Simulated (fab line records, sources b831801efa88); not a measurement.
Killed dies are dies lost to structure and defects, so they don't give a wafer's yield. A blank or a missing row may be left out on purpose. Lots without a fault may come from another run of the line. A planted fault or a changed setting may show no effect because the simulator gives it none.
fab line records | flow sky130
record lots=7 wafers=21 last_day=50
route steps=708 shown VIA1@472 METAL2@483 PAD_OPEN@708
lots that met no fault: from a run of the same line without faults
start_h: hours from the record's first day to the start of the lot's first wafer shown | wait_h: hours since the lot's step before | " the same as in the row above | L1.1+2: a row that stands for several wafers | - no value, or no start given | * or withheld: withheld | < > ~ a bound
route shown NAME@n: a module of which the file shows steps, and the number in the route of the first | usual: mean/standard deviation of fault-free wafers | same: alike in all rows | chamber/n: place in a boat | sites: the reading at each site | _std_site: their standard deviation | _edge_site: outer sites' mean less inner sites' | radius_mm: how far each site lies from the wafer's centre | mask NAME#n: copy n | behind: the tool/chamber that last shaped the wafer | hold: why the lot was held/for how many hours/how that ended | device: the transistor (n, p or np) that didn't switch | end of line: the same wafers' tests at the end of the route | a step without rows: its recipe alone | killed: dies lost to structure and defects at the first sort, not the wafer's yield | map: a wafer's dies, x killed, . not, _ none there
set.NAME: the setting as run; set.NAME@STEP: as run at that earlier step | model.NAME: the simulator's own value behind a step, which no gauge read
lots at some steps of the route; a table a step, a row a wafer
services: from which hour (start_h, from the record's first day; less than 0 if before it) a tool's chamber was out of use, for how many hours, and why
## steps
# step SKY_VIA1_ETCH_14
# recipe chemistry=N2/H2 target=BARC ion_energy_ev=200 source_w=500 bias_w=100 pressure_mtorr=30 n2_flow_sccm=100 h2_flow_sccm=200 stop_on=SiO2 time_s=45.9 target_depth_a=600
# usual drypump_motor_current_A=5.6/0.45 n2_flow_sccm=100.00/0.29 oes_product_au=0.854/0.005 rf_fwd_power_W=494.4/1.7 throttle_valve_pct=13.226/0.0092
# columns lot.wafer tool chamber start_h wait_h drypump_motor_current_A n2_flow_sccm oes_product_au rf_fwd_power_W rf_hours_counter_h throttle_valve_pct
L674.1 rie_diel-02 3 804.57 0.0 5.2 100.03 0.846 496.7 8 13.229
L674.4 " 2 " " 6.1 100.16 0.845 493.8 12 13.225
L674.5 " 1 " " 5.8 100.48 0.861 496.6 - 13.239
L677.1 rie_diel-03 2 839.23 0.0 6.1 100.00 0.855 497.9 7 13.227
L677.5 " 1 " " 5.8 100.04 0.849 493.9 - 13.243
L677.6 " 0 " " 5.5 99.45 0.854 495.0 - 13.207
L686.1 rie_diel-02 0 922.87 0.0 5.8 100.33 0.852 496.6 14 13.214
L686.3 " 2 " " 6.1 100.61 0.860 496.8 16 13.227
L686.6 " 0 " " 5.8 99.67 0.852 495.9 - 13.220
L689.1 rie_diel-02 2 924.12 0.0 6.2 100.09 0.856 498.4 16 13.215
L689.2 " 3 " " 5.2 99.87 0.854 495.2 11 13.220
L689.3 " 0 " " 5.8 100.14 0.859 490.8 14 13.226
L690.2 rie_diel-02 1 933.17 0.0 5.8 99.52 0.862 493.4 26 13.227
L690.3 " 2 " " 6.2 99.82 0.851 495.1 16 13.226
L690.4 " 3 " " 5.2 100.31 0.849 496.2 12 13.228
L693.2 rie_diel-01 1 966.67 0.0 5.4 99.75 0.855 492.5 9 13.210
L693.4 " 2 " " 5.9 100.13 0.860 495.1 21 13.230
L693.5 " 2 " " 5.9 100.15 0.851 495.7 - 13.222
L694.4 rie_diel-02 3 971.37 0.0 5.2 100.00 0.864 497.4 13 13.222
L694.5 " 1 " " 5.8 99.85 0.850 493.0 - 13.223
L694.6 " 2 " " 6.1 100.00 0.852 495.2 - 13.203
# step SKY_VIA1_ETCH_15
# recipe target=SiO2 chemistry=C4F8/O2/Ar target_depth_nm=351 stop_on=TiN mask_material=KrF-thick source_w=1500 bias_w=1200 pressure_mtorr=40 c4f8_flow_sccm=withheld O2_flow_sccm=6 Ar_flow_sccm=300 time_s=54
# step SKY_VIA1_STRIP_16
# recipe chemistry=O2/N2 power_w=1400 pressure_mtorr=1500 platen_temp_c=withheld o2_flow_sccm=3000 n2_flow_sccm=300 overash_fraction=0.5
# step SKY_VIA1_STRIP_17
# recipe chemistry=post_etch_residue_remover time_s=1200 temp_c=72.5
# step SKY_VIA1_CLEAN_18
# recipe chemistry=IPA time_s=180 temp_c=25
# step SKY_VIA1_CLEAN_19
# recipe chemistry=O3/DIW dry=n2_spin
# step SKY_VIA1_SPUTTER_20
# recipe material=TiN target_thk_nm=20 chamber_pressure_pa=5 power_w=4000 time_s=80
# step SKY_VIA1_CVD_21
# recipe material=W target_thk_nm=270 time_s=80.902 temp_c=400 pressure_torr=40
# usual heater_power_w=785/33
# columns lot.wafer tool chamber start_h wait_h heater_power_w
L674.1 cvd_w-02 1 805.48 0.1 840
L674.4 " 1 " " 854
L674.5 " 1 " " 821
L677.1 cvd_w-01 1 840.02 0.0 754
L677.5 " 0 " " 771
L677.6 " 1 " " 763
L686.1 cvd_w-01 1 923.62 0.0 778
L686.3 " 1 " " 771
L686.6 " 0 " " 776
L689.1 cvd_w-01 1 924.92 0.0 770
L689.2 " 0 " " 779
L689.3 " 1 " " 774
L690.2 cvd_w-01 1 933.91 0.0 786
L690.3 " 0 " " 779
L690.4 " 1 " " 759
L693.2 cvd_w-01 1 967.41 0.0 761
L693.4 " 0 " " 740
L693.5 " 1 " " 781
L694.4 cvd_w-01 0 972.15 0.1 787
L694.5 " 0 " " 776
L694.6 " 1 " " 767
# step SKY_VIA1_RS_MEAS_22
# recipe thk_meas_gauge=four-point-probe reads=W_of_VIA1_CVD_21+TiN_of_VIA1_SPUTTER_20
# usual VIA1_W_RS=0.424/0.0054
# columns lot.wafer tool chamber start_h wait_h VIA1_W_RS[ohm/sq]
L674.1 film_metro-02 - 805.57 0.1 0.426
L674.4 " - " " 0.428
L674.5 " - " " 0.423
L677.1 film_metro-04 - 840.11 0.1 0.418
L677.5 " - " " 0.425
L677.6 " - " " 0.423
L686.1 film_metro-02 - 923.71 0.1 0.421
L686.3 " - " " 0.417
L686.6 " - " " 0.429
L689.1 film_metro-01 - 925.01 0.1 0.422
L689.2 " - " " 0.433
L689.3 " - " " 0.419
L690.2 film_metro-04 - 934.02 0.1 0.414
L690.3 " - " " 0.435
L690.4 " - " " 0.417
L693.2 film_metro-01 - 967.53 0.1 0.417
L693.4 " - " " 0.426
L693.5 " - " " 0.416
L694.4 film_metro-02 - 972.27 0.1 0.429
L694.5 " - " " 0.432
L694.6 " - " " 0.417
# step SKY_VIA1_THK_MEAS_23
# recipe thk_meas_gauge=xrf reads=W_of_VIA1_CVD_21
# usual VIA1_W_THK=273/3.9
# columns lot.wafer tool chamber start_h wait_h VIA1_W_THK[nm]
L674.1 film_metro-02 - 805.69 0.1 273
L674.4 " - " " 270
L674.5 " - " " 272
L677.1 film_metro-04 - 840.23 0.1 280
L677.5 " - " " 276
L677.6 " - " " 276
L686.1 film_metro-02 - 923.83 0.1 271
L686.3 " - " " 277
L686.6 " - " " 266
L689.1 film_metro-01 - 925.13 0.1 273
L689.2 " - " " 267
L689.3 " - " " 275
L690.2 film_metro-04 - 934.13 0.1 280
L690.3 " - " " 270
L690.4 " - " " 279
L693.2 film_metro-01 - 967.64 0.1 277
L693.4 " - " " 272
L693.5 " - " " 280
L694.4 film_metro-02 - 972.36 0.1 269
L694.5 " - " " 268
L694.6 " - " " 276
# step SKY_VIA1_CMP_24
# recipe stop_on=SiO2 t_overpolish_s=15 down_force_psi=3.5 platen_rpm=60 target_thk_nm=0 pad_velocity_m_s=0.94248
# usual motor_current_A=10.4/1.1 overpolish_run_s=15.000/0.0092 platen_rpm=60.00/0.036 retaining_ring_pressure_frac=1.000/0.0055 time_to_endpoint_s=66/4.1
# columns lot.wafer tool chamber start_h wait_h motor_current_A overpolish_run_s platen_rpm retaining_ring_pressure_frac time_to_endpoint_s
L674.4 cmp-02 3 805.96 0.2 10.3 15.012 60.00 0.996 65
L674.1 " 2 " " 9.5 15.013 60.01 1.001 69
L674.5 " 0 " " 12.8 15.007 60.03 0.992 69
L677.1 cmp-01 2 840.29 0.1 11.4 15.005 60.10 1.008 71
L677.6 " 2 " " 11.2 14.985 59.94 1.001 69
L677.5 " 3 " " 10.5 14.999 60.02 0.995 64
L686.1 cmp-01 2 923.94 0.1 10.8 15.018 60.00 0.994 74
L686.3 " 0 " " 10.8 15.017 59.96 0.993 66
L686.6 " 1 " " 8.7 15.005 60.06 0.996 60
L689.2 cmp-02 2 925.19 0.0 8.8 15.005 60.00 0.998 67
L689.1 " 0 " " 12.3 14.982 60.02 0.996 70
L689.3 " 1 " " 10.7 15.002 59.99 1.002 67
L690.2 cmp-02 3 934.18 0.0 10.8 14.997 60.01 0.995 65
L690.4 " 0 " " 11.8 14.984 59.97 1.002 72
L690.3 " 2 " " 9.1 14.991 60.02 0.995 70
L693.2 cmp-01 3 967.74 0.1 10.2 14.997 59.99 1.001 68
L693.4 " 0 " " 10.0 15.007 60.00 0.998 65
L693.5 " 3 " " 10.9 14.983 60.00 1.000 67
L694.4 cmp-01 1 972.39 0.0 8.6 14.996 60.01 0.996 61
L694.5 " 1 " " 8.5 15.003 60.00 0.998 63
L694.6 " 2 " " 11.2 14.989 60.02 1.002 73
# step SKY_METAL2_SPUTTER_00
# recipe material=Ti target_thk_nm=15 power_w=3000 time_s=10 chamber_pressure_pa=0.4
# usual cathode_dc_power_W=3000.0/0.49 chamber_pressure_pa=0.4000/0.00074 throttle_valve_pct=30.1/1.2
# columns lot.wafer tool chamber start_h wait_h cathode_dc_power_W chamber_pressure_pa throttle_valve_pct
L674.1 pvd_sputter-02 - 806.26 0.1 3000.1 0.3995 30.0
L674.4 " - " " 2999.8 0.3997 28.4
L674.5 " - " " 3000.2 0.3994 29.4
L677.1 pvd_sputter-04 - 840.59 0.2 2999.8 0.3999 29.5
L677.5 " - " " 3000.5 0.4006 29.2
L677.6 " - " " 3000.7 0.3980 28.4
L686.1 pvd_sputter-02 - 924.19 0.2 2999.7 0.4000 30.1
L686.3 " - " " 2999.9 0.4005 30.2
L686.6 " - " " 3000.3 0.4001 29.9
L689.1 pvd_sputter-02 - 925.49 0.1 2999.1 0.4000 30.2
L689.2 " - " " 3000.7 0.4003 30.0
L689.3 " - " " 3000.9 0.3995 29.1
L690.2 pvd_sputter-04 - 934.48 0.2 3000.3 0.4011 28.5
L690.3 " - " " 2999.3 0.4003 32.0
L690.4 " - " " 3000.8 0.3998 29.2
L693.2 pvd_sputter-01 - 967.99 0.2 2999.3 0.3984 30.5
L693.4 " - " " 3000.3 0.3999 30.8
L693.5 " - " " 2999.7 0.3994 29.7
L694.4 pvd_sputter-01 - 972.69 0.2 3000.2 0.3999 29.8
L694.5 " - " " 3000.5 0.4012 30.9
L694.6 " - " " 2999.8 0.4005 30.5
# step SKY_METAL2_SPUTTER_01
# recipe material=TiN target_thk_nm=20 power_w=6500 time_s=16.7 chamber_pressure_pa=0.4
# usual cathode_dc_power_W=6499.9/1.2 chamber_pressure_pa=0.4000/0.00078 throttle_valve_pct=30.1/1.3
# columns lot.wafer tool chamber start_h wait_h cathode_dc_power_W chamber_pressure_pa throttle_valve_pct
L674.1 pvd_sputter-02 - 806.28 0.0 6499.7 0.4010 29.8
L674.4 " - " " 6499.9 0.3994 28.2
L674.5 " - " " 6501.1 0.4000 29.2
L677.1 pvd_sputter-04 - 840.61 0.0 6500.6 0.3994 29.3
L677.5 " - " " 6500.3 0.4017 29.3
L677.6 " - " " 6498.5 0.4011 28.2
L686.1 pvd_sputter-02 - 924.21 0.0 - - -
L686.3 " - " " - - -
L686.6 " - " " - - -
L689.1 pvd_sputter-02 - 925.51 0.0 - - -
L689.2 " - " " - - -
L689.3 " - " " - - -
L690.2 pvd_sputter-04 - 934.51 0.0 - - -
L690.3 " - " " - - -
L690.4 " - " " - - -
L693.2 pvd_sputter-01 - 968.01 0.0 6499.2 0.3991 30.7
L693.4 " - " " 6500.8 0.3997 30.8
L693.5 " - " " 6500.2 0.4006 29.6
L694.4 pvd_sputter-01 - 972.71 0.0 6501.0 0.4000 29.9
L694.5 " - " " 6499.5 0.4008 30.6
L694.6 " - " " 6500.3 0.4002 30.2
# step SKY_METAL2_SPUTTER_02
# recipe material=AlCu target_thk_nm=250 power_w=10600 time_s=13.3 chamber_pressure_pa=0.4
# usual cathode_dc_power_W=10600/1.8 chamber_pressure_pa=0.3999/0.00078 throttle_valve_pct=30.1/1.3
# columns lot.wafer tool chamber start_h wait_h cathode_dc_power_W chamber_pressure_pa throttle_valve_pct
L674.1 pvd_sputter-02 - 806.31 0.0 10600 0.3999 30.1
L674.4 " - " " 10601 0.4015 28.4
L674.5 " - " " 10602 0.4000 29.2
L677.1 pvd_sputter-04 - 840.64 0.0 10600 0.3999 29.2
L677.5 " - " " 10603 0.3994 29.5
L677.6 " - " " 10597 0.3990 28.7
L686.1 pvd_sputter-02 - 924.24 0.0 10601 0.3990 30.4
L686.3 " - " " 10599 0.3998 29.9
L686.6 " - " " 10599 0.3994 29.9
L689.1 pvd_sputter-02 - 925.54 0.0 10598 0.4006 30.2
L689.2 " - " " 10602 0.3991 29.9
L689.3 " - " " 10600 0.3998 29.2
L690.2 pvd_sputter-04 - 934.53 0.0 10598 0.4005 28.5
L690.3 " - " " 10601 0.4005 32.2
L690.4 " - " " 10599 0.3998 29.3
L693.2 pvd_sputter-01 - 968.03 0.0 10602 0.3994 30.5
L693.4 " - " " 10599 0.3992 30.7
L693.5 " - " " 10598 0.3985 29.5
L694.4 pvd_sputter-01 - 972.74 0.0 10604 0.4008 29.6
L694.5 " - " " 10603 0.4007 30.8
L694.6 " - " " 10599 0.3996 30.6
# step SKY_PAD_OPEN_PROBE_99
# usual defect_limited_yield=82.7/1.9 killed_at_M0_to_M3=43/6.6 killed_at_M4_up=3.1/1.6 killed_at_contacts=23/5.6 killed_at_front_end=15/4.2 killed_at_other=0.2/0.43 killed_dies=85/9.3 killed_open=46/6.6 killed_short=39/6.2 sort_bin_3_pad_short=0.8/0.37 sort_bin_5_function=10.2/1.5 sort_bin_6_memory=6.2/1.1 sort_n_pass=407/9.3 sort_yield_pct=82.7/1.9
# same gross_dies=492 killed_at_back_side=0 sort_bin_4_leakage[%]=0 sort_bin_8_speed[%]=0
# columns lot.wafer tool chamber start_h wait_h defect_limited_yield[%] killed_at_M0_to_M3 killed_at_M4_up killed_at_contacts killed_at_front_end killed_at_other killed_dies killed_open killed_short sort_bin_3_pad_short[%] sort_bin_5_function[%] sort_bin_6_memory[%] sort_n_pass sort_yield_pct[%] model.etest.met2.line_ohm_um model.etest.met2.rs_ohm_sq
L674.1 prober-02 - 1083.33 0.1 81.7 39 5 23 22 1 90 53 37 0.8 11.4 6.1 402 81.7 0.9037 0.1279
L674.4 prober-02 - 1083.48 0.2 81.5 48 1 23 19 0 91 63 28 0.6 12.0 5.9 401 81.5 0.9126 0.1307
L674.5 prober-02 - 1083.53 0.2 80.1 45 3 29 21 0 98 56 42 1.2 12.6 6.1 394 80.1 0.8928 0.1298
L677.1 prober-01 - 1110.43 0.1 80.7 43 6 25 21 0 95 52 43 0.4 12.4 6.5 397 80.7 0.9052 0.1268
L677.5 prober-01 - 1110.63 0.2 82.9 45 1 21 17 0 84 50 34 0.4 11.2 5.5 408 82.9 0.9394 0.128
L677.6 prober-01 - 1110.68 0.2 85.8 29 3 25 13 0 70 38 32 0.4 8.5 5.3 422 85.8 0.9384 0.1289
L686.1 prober-01 - 1172.93 0.1 82.5 48 1 19 18 0 86 49 37 0.4 8.9 8.1 406 82.5 1.056 0.1433
L686.3 prober-01 - 1173.03 0.2 83.1 39 5 28 10 1 83 43 40 0.4 9.8 6.7 409 83.1 1.083 0.1467
L686.6 prober-01 - 1173.18 0.2 85.4 39 4 15 14 0 72 36 36 1.0 8.9 4.7 420 85.4 1.063 0.1473
L689.1 prober-01 - 1174.43 0.1 84.8 38 5 13 18 1 75 35 40 1.0 8.1 6.1 417 84.8 1.011 0.147
L689.2 prober-01 - 1174.48 0.1 79.1 53 5 26 19 0 103 53 50 1.4 10.2 9.3 389 79.1 1.039 0.1472
L689.3 prober-01 - 1174.53 0.2 81.3 44 6 27 15 0 92 53 39 1.2 11.4 6.1 400 81.3 1.017 0.1466
L690.2 prober-02 - 1179.61 0.1 83.1 45 2 23 13 0 83 57 26 0.2 11.0 5.7 409 83.1 1.052 0.1462
L690.3 prober-02 - 1179.66 0.2 79.1 45 3 31 24 0 103 57 46 0.4 14.6 5.9 389 79.1 1.039 0.1483
L690.4 prober-02 - 1179.71 0.2 85.4 42 3 17 10 0 72 41 31 0.2 8.1 6.3 420 85.4 1.026 0.1469
L693.2 prober-02 - 1199.90 0.1 85.8 35 2 26 7 0 70 33 37 0.6 9.3 4.3 422 85.8 0.9042 0.1295
L693.4 prober-02 - 1200.00 0.2 82.7 41 2 29 13 0 85 45 40 1.2 8.7 7.3 407 82.7 0.9337 0.1312
L693.5 prober-02 - 1200.05 0.2 82.3 33 4 32 17 1 87 45 42 0.8 9.1 7.7 405 82.3 0.91 0.1297
L694.4 prober-02 - 1204.54 0.2 84.6 30 1 26 19 0 76 46 30 0.6 8.1 6.7 416 84.6 0.9185 0.1287
L694.5 prober-02 - 1204.59 0.2 84.8 38 5 16 16 0 75 40 35 1.0 8.7 5.5 417 84.8 0.8974 0.1264
L694.6 prober-02 - 1204.64 0.2 86.0 40 2 13 13 1 69 40 29 0.6 8.3 5.1 423 86.0 0.9292 0.127
# killed by level:class
L674.1 CONTACT:geometric_particle:open=11 VIA1:geometric_particle:open=10 FIELD_ISO:geometric_particle:open=7 POLY_CUT:geometric_particle:open=6 METAL1:geometric_particle:short=6 VIA3:geometric_particle:open=6 VIA3:geometric_particle:short=5 VIA2:geometric_particle:open=5
L674.4 VIA2:geometric_particle:open=11 VIA3:geometric_particle:open=10 LI_CONTACT:geometric_particle:open=9 VIA1:geometric_particle:open=8 POLY_GATE:geometric_particle:open=7 CONTACT:geometric_particle:open=7 METAL1:geometric_particle:short=7 VIA2:geometric_particle:short=5
L674.5 LI_CONTACT:geometric_particle:open=10 VIA1:geometric_particle:open=9 CONTACT:geometric_particle:open=8 VIA2:geometric_particle:open=7 FIELD_ISO:geometric_particle:open=6 VIA3:geometric_particle:open=6 METAL1:geometric_particle:short=6 FIELD_ISO:geometric_particle:short=4
L677.1 LI_CONTACT:geometric_particle:open=10 CONTACT:geometric_particle:open=9 VIA2:geometric_particle:open=9 METAL1:geometric_particle:short=7 FIELD_ISO:geometric_particle:short=6 VIA3:geometric_particle:open=6 POLY_GATE:geometric_particle:open=5 LOCAL_INTERCONNECT:geometric_particle:short=5
L677.5 VIA1:geometric_particle:open=11 VIA2:geometric_particle:open=9 LI_CONTACT:geometric_particle:open=8 VIA3:geometric_particle:open=6 CONTACT:geometric_particle:open=5 METAL1:geometric_particle:short=5 VIA1:geometric_particle:short=5 SPACER:geometric_particle:short=4
L677.6 LI_CONTACT:geometric_particle:open=9 CONTACT:geometric_particle:open=7 VIA1:geometric_particle:open=7 POLY_GATE:geometric_particle:open=4 LI_CONTACT:geometric_particle:short=4 VIA2:geometric_particle:open=4 METAL3:geometric_particle:short=4 POLY_GATE:geometric_particle:short=3
L686.1 VIA1:geometric_particle:open=11 VIA3:geometric_particle:open=8 METAL1:geometric_particle:short=7 LI_CONTACT:geometric_particle:open=6 CONTACT:geometric_particle:open=6 FIELD_ISO:geometric_particle:short=4 POLY_GATE:geometric_particle:open=4 METAL3:geometric_particle:short=4
L686.3 CONTACT:geometric_particle:open=10 VIA1:geometric_particle:open=9 LI_CONTACT:geometric_particle:open=6 LOCAL_INTERCONNECT:geometric_particle:short=6 VIA2:geometric_particle:open=6 POLY_GATE:geometric_particle:short=4 VIA3:geometric_particle:open=4 VIA2:geometric_particle:short=4
L686.6 VIA1:geometric_particle:open=8 METAL2:geometric_particle:short=7 VIA1:geometric_particle:short=6 FIELD_ISO:geometric_particle:open=5 SPACER:geometric_particle:short=4 LI_CONTACT:geometric_particle:open=4 LOCAL_INTERCONNECT:geometric_particle:short=4 METAL2:geometric_particle:open=4
L689.1 FIELD_ISO:geometric_particle:short=7 VIA1:geometric_particle:open=7 METAL1:geometric_particle:short=6 METAL2:geometric_particle:short=5 VIA1:geometric_particle:short=5 VIA2:geometric_particle:open=5 LI_CONTACT:geometric_particle:open=4 CONTACT:geometric_particle:open=4
L689.2 VIA1:geometric_particle:open=14 CONTACT:geometric_particle:open=10 METAL2:geometric_particle:short=8 FIELD_ISO:geometric_particle:short=7 VIA3:geometric_particle:open=7 VIA2:geometric_particle:open=6 LI_CONTACT:geometric_particle:open=5 VIA3:geometric_particle:short=5
L689.3 CONTACT:geometric_particle:open=12 VIA1:geometric_particle:open=12 METAL2:geometric_particle:short=9 VIA3:geometric_particle:open=8 LI_CONTACT:geometric_particle:open=7 LI_CONTACT:geometric_particle:short=5 METAL4:geometric_particle:short=5 FIELD_ISO:geometric_particle:open=3
L690.2 VIA2:geometric_particle:open=11 VIA3:geometric_particle:open=10 VIA1:geometric_particle:open=7 CONTACT:geometric_particle:open=7 FIELD_ISO:geometric_particle:open=6 LI_CONTACT:geometric_particle:open=5 CONTACT:geometric_particle:short=5 POLY_GATE:geometric_particle:open=4
L690.3 LI_CONTACT:geometric_particle:open=15 VIA1:geometric_particle:open=9 VIA3:geometric_particle:open=8 VIA1:geometric_particle:short=7 CONTACT:geometric_particle:open=7 METAL2:geometric_particle:short=7 POLY_GATE:geometric_particle:short=6 LI_CONTACT:geometric_particle:short=6
L690.4 VIA1:geometric_particle:open=12 CONTACT:geometric_particle:open=8 VIA2:geometric_particle:open=6 VIA1:geometric_particle:short=6 METAL2:geometric_particle:short=4 METAL1:geometric_particle:short=4 FIELD_ISO:geometric_particle:open=3 FIELD_ISO:geometric_particle:short=3
L693.2 CONTACT:geometric_particle:open=10 VIA1:geometric_particle:open=8 LOCAL_INTERCONNECT:geometric_particle:short=6 VIA2:geometric_particle:open=6 FIELD_ISO:geometric_particle:short=5 CONTACT:geometric_particle:short=4 METAL2:geometric_particle:short=4 VIA3:geometric_particle:open=4
L693.4 CONTACT:geometric_particle:open=15 VIA2:geometric_particle:open=7 VIA3:geometric_particle:open=7 CONTACT:geometric_particle:short=6 METAL3:geometric_particle:short=6 FIELD_ISO:geometric_particle:open=5 FIELD_ISO:geometric_particle:short=5 VIA2:geometric_particle:short=5
L693.5 CONTACT:geometric_particle:open=13 CONTACT:geometric_particle:short=8 VIA2:geometric_particle:open=7 LOCAL_INTERCONNECT:geometric_particle:short=6 LI_CONTACT:geometric_particle:open=5 VIA1:geometric_particle:short=5 VIA1:geometric_particle:open=5 FIELD_ISO:geometric_particle:short=4
L694.4 VIA1:geometric_particle:open=9 CONTACT:geometric_particle:open=7 CONTACT:geometric_particle:short=6 VIA2:geometric_particle:open=6 POLY_GATE:geometric_particle:short=5 FIELD_ISO:geometric_particle:open=4 FIELD_ISO:geometric_particle:short=4 LI_CONTACT:geometric_particle:open=4
L694.5 METAL2:geometric_particle:short=10 VIA1:geometric_particle:open=9 VIA3:geometric_particle:open=8 POLY_GATE:geometric_particle:short=6 METAL1:geometric_particle:short=5 CONTACT:geometric_particle:open=5 FIELD_ISO:geometric_particle:open=4 LI_CONTACT:geometric_particle:open=4
L694.6 VIA1:geometric_particle:open=16 VIA1:geometric_particle:short=6 POLY_GATE:geometric_particle:short=5 VIA2:geometric_particle:open=5 METAL1:geometric_particle:short=4 LI_CONTACT:geometric_particle:open=3 CONTACT:geometric_particle:open=3 METAL2:geometric_particle:short=3
## services
# columns tool chamber start_h hours kind
cmp-02 - 784.14 1.8 repair
cmp-01 - 803.57 4.6 pm
cvd_w-01 - 803.76 2.8 pm
rie_diel-02 0 825.03 2.8 repair
pvd_sputter-04 - 829.68 2.6 repair
cmp-01 - 837.78 0.2 repair
cmp-02 - 839.70 5.7 repair
pvd_sputter-04 - 842.94 2.8 repair
cvd_w-02 - 845.11 1.3 repair
rie_diel-01 1 862.78 9.1 repair
pvd_sputter-02 3 869.47 - consumable_replace:kit
rie_diel-02 3 881.37 9.0 repair
cmp-02 - 886.02 1.9 repair
cmp-02 - 888.00 4.4 pm
pvd_sputter-01 - 892.39 7.3 repair
cmp-01 - 895.76 5.4 pm
cvd_w-02 - 904.00 14.0 pm
pvd_sputter-04 - 905.54 3.6 repair
cmp-02 - 912.00 4.0 pm
cvd_w-01 - 932.22 0.8 repair
cmp-02 - 935.57 1.6 repair
cvd_w-02 - 938.23 6.0 pm
cmp-02 - 966.22 1.9 repair
cvd_w-01 - 972.21 6.0 pm
## key
first_sign step=SKY_METAL2_SPUTTER_01 reading=tool_record direction=missing
effect none on later readings
model_effect step=SKY_PAD_OPEN_PROBE_99 value=etest.met2.line_ohm_um without=0.9099 struck=1.043
met_at SKY_METAL2_SPUTTER_01
struck_wafers L686.1,L686.3,L686.6,L689.1,L689.2,L689.3,L690.2,L690.3,L690.4
onset_between 840.61 924.21
fault kind=skipped_step_whole tool=pvd_sputter-02,pvd_sputter-04 chamber=- onset_h=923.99 steps=SKY_METAL2_SPUTTER_01 scope=struck_lots_only
